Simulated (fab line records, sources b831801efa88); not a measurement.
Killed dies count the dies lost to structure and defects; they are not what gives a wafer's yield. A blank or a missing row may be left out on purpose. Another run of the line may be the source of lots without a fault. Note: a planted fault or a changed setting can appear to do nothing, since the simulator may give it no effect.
fab line records ; flow sky130
record: lots: 7; wafers: 21; lastDay: 50
route steps=708 shown LDD_P@264 LDD_HVN@267 LDD_HVP@278 LDD_LDN@289
lots that met no fault: taken from a fault-free run of the same line
startH: hours from the record's opening day to when the first of the lot's shown wafers began ; waitH: hours from the lot's prior step to this one ; " the same as in the row above ; L1.1+2: a single row standing in for several wafers ; - value missing, or start not given ; * or withheld: withheld ; < > ~ a bound
route shown NAME@n: a module of which the file shows steps, and the number in the route of the first ; usual: mean/standard deviation of fault-free wafers ; same: alike in all rows ; chamber/n: place in a boat ; sites: the reading at each site ; _std_site: how widely they spread, as a standard deviation ; _edge_site: mean of outer sites minus mean of inner sites ; radiusMm: for every site, how far away it sits from the centre of the wafer ; mask NAME#n: copy n ; behind: the last tool/chamber to shape the wafer ; hold: cause of the lot's hold/its duration in hours/its outcome ; device: whichever transistor did not switch (one of n, p or np) ; end of line: the route-end tests of the same wafers ; a step with no rows: only its recipe ; killed: the dies lost at the first sort to structure and to defects; this is not the yield of the wafer ; map: shows each die of a wafer: x if killed, . if not, _ if none is there
set.NAME: the run value of the setting; set.NAME@STEP: its run value at that earlier step ; model.NAME: the simulator's own value behind a step, which no gauge read
lots at selected steps of the route; one table per step, one row per wafer
services: a tool's chamber out of use, with start hour (startH, from the record's first day; less than 0 if before it), hours out, and reason
== steps ==
step: SKY_LDD_P_IMPLANT_09
recipe: species: BF2; energyKev: 25; doseCm2: 1e+13; tiltDeg: withheld
step: SKY_LDD_P_STRIP_10
recipe: chemistry: O2/N2; powerW: 1400; pressureMtorr: 1500; platenTempC: withheld; o2FlowSccm: 3000; n2FlowSccm: 300; overashFraction: 0.5
usual: chamberPressureMTorr: 1499.9/1.3; drypumpMotorCurrentA: 5.7/0.4; oesProductAu: 0.716/0.0048; stripTimeToEndpointS: 14.17/0.034
lot.wafer;tool;chamber;startH;waitH;chamberPressureMTorr;drypumpMotorCurrentA;oesProductAu;rfHoursCounterH;stripTimeToEndpointS
L267.2;plasmaAsher-02;0;436.70;0.1;1501.4;5.3;0.717;31;14.17
L267.3;plasmaAsher-02;1;436.70;0.1;1499.1;6.2;0.718;-;14.17
L267.4;plasmaAsher-02;0;436.70;0.1;1501.4;5.3;0.715;-;14.21
L272.2;plasmaAsher-04;1;484.90;0.1;1499.1;6.3;0.721;68;14.21
L272.4;plasmaAsher-04;0;484.90;0.1;1499.0;5.6;0.709;-;14.17
L272.5;plasmaAsher-04;0;484.90;0.1;1500.5;5.6;0.721;-;14.20
L280.4;plasmaAsher-04;1;557.27;0.1;1500.5;6.3;0.710;-;14.14
L280.5;plasmaAsher-04;0;557.27;0.1;1501.0;5.6;0.717;-;14.11
L280.6;plasmaAsher-04;1;557.27;0.1;1499.9;6.3;0.711;-;14.12
L281.2;plasmaAsher-01;0;563.30;0.1;1500.6;5.4;0.725;13;14.16
L281.3;plasmaAsher-01;0;563.30;0.1;1499.0;5.4;0.710;-;14.16
L281.4;plasmaAsher-01;1;563.30;0.1;1501.4;5.5;0.715;-;14.16
L282.1;plasmaAsher-01;0;574.35;0.1;1498.7;5.3;0.712;15;14.15
L282.5;plasmaAsher-01;1;574.35;0.1;1500.3;5.5;0.715;-;14.14
L282.6;plasmaAsher-01;0;574.35;0.1;1498.8;5.3;0.714;-;14.15
L285.4;plasmaAsher-02;0;594.94;0.1;1498.2;5.3;0.720;-;14.11
L285.5;plasmaAsher-02;0;594.94;0.1;1501.5;5.2;0.722;-;14.12
L285.6;plasmaAsher-02;1;594.94;0.1;1500.5;6.2;0.718;-;14.15
L287.1;plasmaAsher-04;0;610.60;0.1;1499.7;5.6;0.714;81;14.17
L287.2;plasmaAsher-04;1;610.60;0.1;1500.1;6.4;0.714;81;14.23
L287.4;plasmaAsher-04;1;610.60;0.1;1498.6;6.3;0.719;-;14.15
step: SKY_LDD_P_TW_MEAS_11
usual: LDD_P_TW: 634/3.9
lot.wafer;tool;chamber;startH;waitH;LDD_P_TW
L267.2;filmMetro-04;-;436.81;0.1;634
L267.3;filmMetro-04;-;436.81;0.1;633
L267.4;filmMetro-04;-;436.81;0.1;633
L272.2;filmMetro-02;-;485.01;0.1;638
L272.4;filmMetro-02;-;485.01;0.1;637
L272.5;filmMetro-02;-;485.01;0.1;638
L280.4;filmMetro-04;-;557.36;0.1;631
L280.5;filmMetro-04;-;557.36;0.1;633
L280.6;filmMetro-04;-;557.36;0.1;634
L281.2;filmMetro-02;-;563.41;0.1;642
L281.3;filmMetro-02;-;563.41;0.1;640
L281.4;filmMetro-02;-;563.41;0.1;641
L282.1;filmMetro-04;-;574.45;0.1;633
L282.5;filmMetro-04;-;574.45;0.1;629
L282.6;filmMetro-04;-;574.45;0.1;636
L285.4;filmMetro-03;-;595.03;0.1;627
L285.5;filmMetro-03;-;595.03;0.1;629
L285.6;filmMetro-03;-;595.03;0.1;630
L287.1;filmMetro-02;-;610.70;0.1;638
L287.2;filmMetro-02;-;610.70;0.1;638
L287.4;filmMetro-02;-;610.70;0.1;637
step: SKY_LDD_HVN_DEHYDRATE_00
recipe: tempC: 200; timeS: 60
step: SKY_LDD_HVN_HMDS_01
recipe: primeTimeS: 60; primeTempC: 120
step: SKY_LDD_HVN_COAT_02
recipe: resist: NOVOLAK; spinRpm: 3000; resistThkNm: 300
step: SKY_LDD_HVN_SOFTBAKE_03
recipe: tempC: 90; timeS: 60; resist: NOVOLAK
step: SKY_LDD_HVN_EXPOSE_04
recipe: maskId: HVNTM; na: 0.6; sourceShape: conventional; sigmaOuter: 0.6; polarization: unpolarized; targetCdNm: 700; doseMj: 127
step: SKY_LDD_HVN_PEB_05
recipe: tempC: withheld; timeS: *; resist: NOVOLAK
step: SKY_LDD_HVN_DEVELOP_06
recipe: resist: NOVOLAK; developer: TMAH; developTimeS: 60; devTempC: 23
step: SKY_LDD_HVN_OVL_MEAS_07
usual: LDD_HVN_OVL: -0.9/1.5
lot.wafer;tool;chamber;startH;waitH;LDD_HVN_OVL[nm]
L267.2;overlay-01;-;468.47;0.1;-1.3
L267.3;overlay-01;-;468.47;0.1;-0.6
L267.4;overlay-01;-;468.47;0.1;-0.9
L272.2;overlay-02;-;513.20;0.1;1.0
L272.4;overlay-02;-;513.20;0.1;1.8
L272.5;overlay-02;-;513.20;0.1;1.4
L280.4;overlay-01;-;586.41;0.1;-1.4
L280.5;overlay-01;-;586.41;0.1;-1.1
L280.6;overlay-01;-;586.41;0.1;-1.8
L281.2;overlay-02;-;592.35;0.1;-2.6
L281.3;overlay-02;-;592.35;0.1;-1.1
L281.4;overlay-02;-;592.35;0.1;-1.6
L282.1;overlay-02;-;603.49;0.1;0.5
L282.5;overlay-02;-;603.49;0.1;-2.3
L282.6;overlay-02;-;603.49;0.1;-0.7
L285.4;overlay-02;-;624.26;0.1;-2.5
L285.5;overlay-02;-;624.26;0.1;-1.3
L285.6;overlay-02;-;624.26;0.1;-1.3
L287.1;overlay-02;-;639.54;0.1;0.2
L287.2;overlay-02;-;639.54;0.1;0.8
L287.4;overlay-02;-;639.54;0.1;-0.7
step: SKY_LDD_HVN_IMPLANT_08
recipe: species: P; energyKev: 60; doseCm2: 3e+13; tiltDeg: 40
step: SKY_LDD_HVN_STRIP_09
recipe: chemistry: O2/N2; powerW: 1400; pressureMtorr: 1500; platenTempC: withheld; o2FlowSccm: 3000; n2FlowSccm: 300; overashFraction: 0.5
usual: chamberPressureMTorr: 1500.0/1.3; drypumpMotorCurrentA: 5.7/0.38; oesProductAu: 0.408/0.004; stripTimeToEndpointS: 4.131/0.013
lot.wafer;tool;chamber;startH;waitH;chamberPressureMTorr;drypumpMotorCurrentA;oesProductAu;rfHoursCounterH;stripTimeToEndpointS;model.NOVOLAK_of_LDD_HVN_COAT_02.thkNm
L267.2;plasmaAsher-04;1;468.65;0.1;1499.2;6.3;0.411;66;4.128;0
L267.3;plasmaAsher-04;1;468.65;0.1;1496.4;6.3;0.398;-;4.136;0
L267.4;plasmaAsher-04;0;468.65;0.1;1499.3;5.6;0.413;-;4.132;0
L272.2;plasmaAsher-04;1;513.38;0.1;1497.7;6.3;0.404;71;4.147;0
L272.4;plasmaAsher-04;0;513.38;0.1;1500.3;5.6;0.409;-;4.147;0
L272.5;plasmaAsher-04;1;513.38;0.1;1498.9;6.3;0.409;-;4.151;0
L280.4;plasmaAsher-04;1;586.61;0.1;-;-;-;-;-;301.1
L280.5;plasmaAsher-04;0;586.61;0.1;-;-;-;-;-;301.3
L280.6;plasmaAsher-04;1;586.61;0.1;-;-;-;-;-;300.5
L281.2;plasmaAsher-01;1;592.53;0.1;-;-;-;-;-;299.4
L281.3;plasmaAsher-01;0;592.53;0.1;-;-;-;-;-;298.4
L281.4;plasmaAsher-01;1;592.53;0.1;-;-;-;-;-;298.4
L282.1;plasmaAsher-03;0;603.68;0.1;-;-;-;-;-;298.4
L282.5;plasmaAsher-03;0;603.68;0.1;-;-;-;-;-;298.7
L282.6;plasmaAsher-03;1;603.68;0.1;-;-;-;-;-;298.5
L285.4;plasmaAsher-01;1;624.46;0.1;1498.5;5.5;0.414;-;4.131;0
L285.5;plasmaAsher-01;0;624.46;0.1;1499.2;5.3;0.409;-;4.153;0
L285.6;plasmaAsher-01;1;624.46;0.1;1502.2;5.5;0.407;-;4.149;0
L287.1;plasmaAsher-04;0;639.73;0.1;1501.1;5.6;0.408;83;4.121;0
L287.2;plasmaAsher-04;1;639.73;0.1;1500.3;6.3;0.403;83;4.123;0
L287.4;plasmaAsher-04;0;639.73;0.1;1500.1;5.6;0.407;-;4.126;0
step: SKY_LDD_HVN_TW_MEAS_10
usual: LDD_HVN_TW: 1436/7
lot.wafer;tool;chamber;startH;waitH;LDD_HVN_TW
L267.2;filmMetro-02;-;468.76;0.1;1430
L267.3;filmMetro-02;-;468.76;0.1;1439
L267.4;filmMetro-02;-;468.76;0.1;1439
L272.2;filmMetro-03;-;513.49;0.1;1430
L272.4;filmMetro-03;-;513.49;0.1;1434
L272.5;filmMetro-03;-;513.49;0.1;1424
L280.4;filmMetro-02;-;586.71;0.1;1428
L280.5;filmMetro-02;-;586.71;0.1;1433
L280.6;filmMetro-02;-;586.71;0.1;1436
L281.2;filmMetro-02;-;592.64;0.1;1432
L281.3;filmMetro-02;-;592.64;0.1;1429
L281.4;filmMetro-02;-;592.64;0.1;1431
L282.1;filmMetro-01;-;603.78;0.1;1431
L282.5;filmMetro-01;-;603.78;0.1;1436
L282.6;filmMetro-01;-;603.78;0.1;1434
L285.4;filmMetro-03;-;624.56;0.1;1433
L285.5;filmMetro-03;-;624.56;0.1;1436
L285.6;filmMetro-03;-;624.56;0.1;1443
L287.1;filmMetro-01;-;639.83;0.1;1433
L287.2;filmMetro-01;-;639.83;0.1;1432
L287.4;filmMetro-01;-;639.83;0.1;1433
step: SKY_LDD_HVP_DEHYDRATE_00
recipe: tempC: 200; timeS: 60
step: SKY_LDD_HVP_HMDS_01
recipe: primeTimeS: 60; primeTempC: 120
step: SKY_LDD_HVP_COAT_02
recipe: resist: NOVOLAK; spinRpm: 3000; resistThkNm: 300
step: SKY_LDD_HVP_SOFTBAKE_03
recipe: tempC: 90; timeS: 60; resist: NOVOLAK
step: SKY_LDD_HVP_EXPOSE_04
recipe: maskId: HVPTM; na: 0.6; sourceShape: conventional; sigmaOuter: 0.6; polarization: unpolarized; targetCdNm: 700; doseMj: 86
step: SKY_LDD_HVP_PEB_05
recipe: tempC: withheld; timeS: *; resist: NOVOLAK
step: SKY_LDD_HVP_DEVELOP_06
recipe: resist: NOVOLAK; developer: TMAH; developTimeS: 60; devTempC: 23
step: SKY_LDD_HVP_OVL_MEAS_07
usual: LDD_HVP_OVL: 0.1/1.5
lot.wafer;tool;chamber;startH;waitH;LDD_HVP_OVL[nm]
L267.2;overlay-02;-;502.88;0.1;0.0
L267.3;overlay-02;-;502.88;0.1;1.2
L267.4;overlay-02;-;502.88;0.1;1.4
L272.2;overlay-02;-;542.87;0.1;-0.3
L272.4;overlay-02;-;542.87;0.1;-0.6
L272.5;overlay-02;-;542.87;0.1;0.3
L280.4;overlay-02;-;616.26;0.1;0.1
L280.5;overlay-02;-;616.26;0.1;0.5
L280.6;overlay-02;-;616.26;0.1;1.1
L281.2;overlay-01;-;621.37;0.1;-0.7
L281.3;overlay-01;-;621.37;0.1;1.0
L281.4;overlay-01;-;621.37;0.1;-0.5
L282.1;overlay-02;-;632.68;0.1;-1.9
L282.5;overlay-02;-;632.68;0.1;-0.8
L282.6;overlay-02;-;632.68;0.1;-1.7
L285.4;overlay-02;-;653.58;0.1;-0.4
L285.5;overlay-02;-;653.58;0.1;1.2
L285.6;overlay-02;-;653.58;0.1;-1.0
L287.1;overlay-01;-;668.09;0.1;4.2
L287.2;overlay-01;-;668.09;0.1;3.0
L287.4;overlay-01;-;668.09;0.1;2.4
step: SKY_LDD_HVP_IMPLANT_08
recipe: species: B; energyKev: 20; doseCm2: 1.72e+13; tiltDeg: 17.9
step: SKY_LDD_HVP_STRIP_09
recipe: chemistry: O2/N2; powerW: 1400; pressureMtorr: 1500; platenTempC: withheld; o2FlowSccm: 3000; n2FlowSccm: 300; overashFraction: 0.5
usual: chamberPressureMTorr: 1500.0/1.3; drypumpMotorCurrentA: 5.50/0.26; oesProductAu: 0.408/0.0045; stripTimeToEndpointS: 4.132/0.014
lot.wafer;tool;chamber;startH;waitH;chamberPressureMTorr;drypumpMotorCurrentA;oesProductAu;rfHoursCounterH;stripTimeToEndpointS
L267.2;plasmaAsher-03;1;503.06;0.1;1497.6;5.27;0.406;80;4.112
L267.3;plasmaAsher-03;0;503.06;0.1;1500.4;5.73;0.404;-;4.146
L267.4;plasmaAsher-03;1;503.06;0.1;1498.8;5.27;0.410;-;4.149
L272.2;plasmaAsher-01;0;543.05;0.1;1501.0;5.35;0.410;12;4.120
L272.4;plasmaAsher-01;0;543.05;0.1;1502.8;5.35;0.419;-;4.135
L272.5;plasmaAsher-01;0;543.05;0.1;1502.1;5.34;0.407;-;4.124
L280.4;plasmaAsher-02;1;616.46;0.1;1501.9;6.18;0.600;-;8.955
L280.5;plasmaAsher-02;1;616.46;0.1;1500.9;6.17;0.611;-;8.984
L280.6;plasmaAsher-02;0;616.46;0.1;1497.8;5.21;0.611;-;8.969
L281.2;plasmaAsher-02;1;621.55;0.1;1499.6;6.14;0.600;48;8.934
L281.3;plasmaAsher-02;0;621.55;0.1;1498.8;5.21;0.601;-;8.921
L281.4;plasmaAsher-02;1;621.55;0.1;1499.3;6.11;0.599;-;8.916
L282.1;plasmaAsher-01;1;632.86;0.1;1500.0;5.55;0.602;20;8.921
L282.5;plasmaAsher-01;1;632.86;0.1;1498.0;5.51;0.609;-;8.920
L282.6;plasmaAsher-01;0;632.86;0.1;1498.5;5.35;0.605;-;8.934
L285.4;plasmaAsher-01;0;653.78;0.1;1500.7;5.36;0.412;-;4.144
L285.5;plasmaAsher-01;1;653.78;0.1;1501.3;5.50;0.409;-;4.131
L285.6;plasmaAsher-01;0;653.78;0.1;1499.8;5.34;0.410;-;4.122
L287.1;plasmaAsher-01;0;668.28;0.1;1500.1;5.35;0.404;24;4.132
L287.2;plasmaAsher-01;1;668.28;0.1;1497.3;5.50;0.409;24;4.118
L287.4;plasmaAsher-01;1;668.28;0.1;1499.9;5.53;0.412;-;4.134
step: SKY_LDD_HVP_TW_MEAS_10
usual: LDD_HVP_TW: 456.8/2.1
lot.wafer;tool;chamber;startH;waitH;LDD_HVP_TW
L267.2;filmMetro-04;-;503.17;0.1;456.5
L267.3;filmMetro-04;-;503.17;0.1;458.3
L267.4;filmMetro-04;-;503.17;0.1;456.7
L272.2;filmMetro-04;-;543.16;0.1;456.6
L272.4;filmMetro-04;-;543.16;0.1;455.9
L272.5;filmMetro-04;-;543.16;0.1;460.2
L280.4;filmMetro-04;-;616.56;0.1;30.0
L280.5;filmMetro-04;-;616.56;0.1;29.8
L280.6;filmMetro-04;-;616.56;0.1;29.8
L281.2;filmMetro-01;-;621.66;0.1;29.9
L281.3;filmMetro-01;-;621.66;0.1;30.0
L281.4;filmMetro-01;-;621.66;0.1;30.0
L282.1;filmMetro-04;-;632.96;0.1;29.7
L282.5;filmMetro-04;-;632.96;0.1;29.7
L282.6;filmMetro-04;-;632.96;0.1;29.9
L285.4;filmMetro-01;-;653.88;0.1;456.2
L285.5;filmMetro-01;-;653.88;0.1;455.2
L285.6;filmMetro-01;-;653.88;0.1;454.0
L287.1;filmMetro-02;-;668.38;0.1;458.2
L287.2;filmMetro-02;-;668.38;0.1;459.3
L287.4;filmMetro-02;-;668.38;0.1;459.7
step: SKY_LDD_LDN_DEHYDRATE_00
recipe: tempC: 200; timeS: 60
== services ==
tool;chamber;startH;hours;kind
plasmaAsher-01;-;421.25;9.0;pm
plasmaAsher-01;0;421.25;9.0;ventCycle
plasmaAsher-01;1;421.25;9.0;ventCycle
plasmaAsher-01;0;430.25;-;clean
plasmaAsher-01;1;430.25;-;clean
plasmaAsher-03;-;475.07;0.9;repair
plasmaAsher-02;-;503.82;15.6;pm
plasmaAsher-04;-;622.60;6.4;pm
plasmaAsher-04;-;629.54;2.2;repair
plasmaAsher-02;-;633.60;2.0;repair
plasmaAsher-01;-;662.06;0.8;repair
== key ==
firstSign: step: SKY_LDD_HVN_STRIP_09; reading: toolRecord; direction: missing
effect: step: SKY_LDD_HVP_STRIP_09; reading: stripTimeToEndpointS; direction: up; sigmas: 99+; usual: *; struck: *
effect: step: SKY_LDD_HVP_TW_MEAS_10; reading: LDD_HVP_TW; direction: down; sigmas: 99+; usual: 456.8; struck: 29.9
modelEffect: step: SKY_LDD_HVN_STRIP_09; value: NOVOLAK_of_LDD_HVN_COAT_02.thkNm; without: 0; struck: 299.4
metAt SKY_LDD_HVN_STRIP_09
struckWafers L280.4,L280.5,L280.6,L281.2,L281.3,L281.4,L282.1,L282.5,L282.6
sortLeftOut L280.4,L280.5,L280.6,L281.2,L281.3,L281.4,L282.1,L282.5,L282.6
testerLeftOut L280,L281,L282
onsetBetween 513.38 586.61
fault: kind: skippedStepWhole; tool: plasmaAsher-01,plasmaAsher-03,plasmaAsher-04; chamber: -; onsetH: 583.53; steps: SKY_LDD_HVN_STRIP_09; scope: struckLotsOnly
testerLeftOut: of these lots the tester's yield and bins aren't shown, on N5 and GAA mostly nor the transistor test; their killed dies are dies lost to structure and defects alone, not to doping, threshold or leakage, so they don't give the yield
sortLeftOut: the simulated sort isn't trusted on such a fault, so these wafers' sort isn't shown, and their yield isn't known
